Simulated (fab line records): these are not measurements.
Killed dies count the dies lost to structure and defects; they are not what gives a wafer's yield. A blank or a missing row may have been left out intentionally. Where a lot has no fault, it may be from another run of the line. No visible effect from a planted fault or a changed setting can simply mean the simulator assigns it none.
2 desks, one fault :: flow sky130 :: numbers are kept per desk, each desk with only its own; the story behind them comes last

## THE TOOL OWNER'S DESK: rieMetal-04
The tool's own readings at SKY_METAL4_ETCH_16 (etches BARC in N2/H2, stops on SiO2, time 88.2 s, target depth 60 nm): means of the sampled wafers that have a number, for each lot that ran on this tool. If a lot's mean is further than 4 standard deviations from the usual mean, the lot is out of limits and carries the mark OUT (the distance appears in the brackets).
Columns: A = chamberPressureMTorr at SKY_METAL4_ETCH_16, usual 29.996 mTorr; B = drypumpMotorCurrentA at SKY_METAL4_ETCH_16, usual 5.9 A; C = oesProductAu at SKY_METAL4_ETCH_16, usual 0.625 a.u.; D = runLengthS at SKY_METAL4_ETCH_16, usual 116.7 s; E = throttleValvePct at SKY_METAL4_ETCH_16, usual 13.205 %
lot: L971
first seen here: day 43 06:19
A: 29.983
B: 6.4
C: 0.619
D: 116.4
E: 13.203

lot: L977
first seen here: day 44 05:52
A: 30.012
B: 6.4
C: 0.627
D: 116.5
E: 13.202

lot: L980
first seen here: day 45 02:22
A: 29.981
B: 6.1
C: 0.956 (+72) OUT
D: 81.4 (-53) OUT
E: 13.226

lot: L981
first seen here: day 45 07:50
A: 30.025
B: 6.2
C: 0.957 (+72) OUT
D: 81.5 (-53) OUT
E: 13.244 (+4.4) OUT

lot: L983
first seen here: day 45 17:22
A: 30.007
B: 6.2
C: 0.957 (+72) OUT
D: 81.6 (-52) OUT
E: 13.240
This desk finds L980, L981, L983 out of limits, L980 being first, at day 45 02:22 (oesProductAu at SKY_METAL4_ETCH_16). In limits: L971, L977.

## METROLOGY DESK
Means of the sampled wafers that have a number, per lot and without regard to the tool the lot ran on: this is what the gauges read. If a lot's mean is further than 4 standard deviations from the usual mean, the lot is out of limits and carries the mark OUT (the distance appears in the brackets).
Columns: A = cdNm at SKY_METAL4_CD_MEAS_13, usual 299.6 nm; B = METAL4_OVL at SKY_METAL4_OVL_MEAS_14, usual 3 nm
lot: L971
first seen here: day 43 06:08
A: 299.9
B: 9

lot: L977
first seen here: day 44 05:42
A: 299.1
B: 11

lot: L980
first seen here: day 45 02:12
A: 297.5
B: -3

lot: L981
first seen here: day 45 07:38
A: 296.4
B: 9

lot: L983
first seen here: day 45 17:11
A: 300.0
B: 2

lot: L985
first seen here: day 46 09:29
A: 301.6
B: 1

lot: L992
first seen here: day 47 21:12
A: 299.6
B: 3
This desk's verdict: no lot among the 7 shows anything out of limits.

## BROUGHT TOGETHER
The tool owner's desk could have raised an alarm at day 45 02:22, on L980, L981, L983.
At the metrology desk, nothing out of limits was observed.
The metrology desk has L980, L981, L983 on record, within its limits.
Of the lots named, all ran SKY_METAL4_ETCH_16 on rieMetal-04.

## WHAT HAD BEEN PUT IN BY THE SIMULATOR
Process parameter drift: rieMetal-04, from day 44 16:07 on, at SKY_METAL4_ETCH_16. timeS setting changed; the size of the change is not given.
Shown lots that were struck: L980, L981, L983.
Delay in hours, fault start to first out-of-limits reading, by desk: the tool owner's desk at 10.
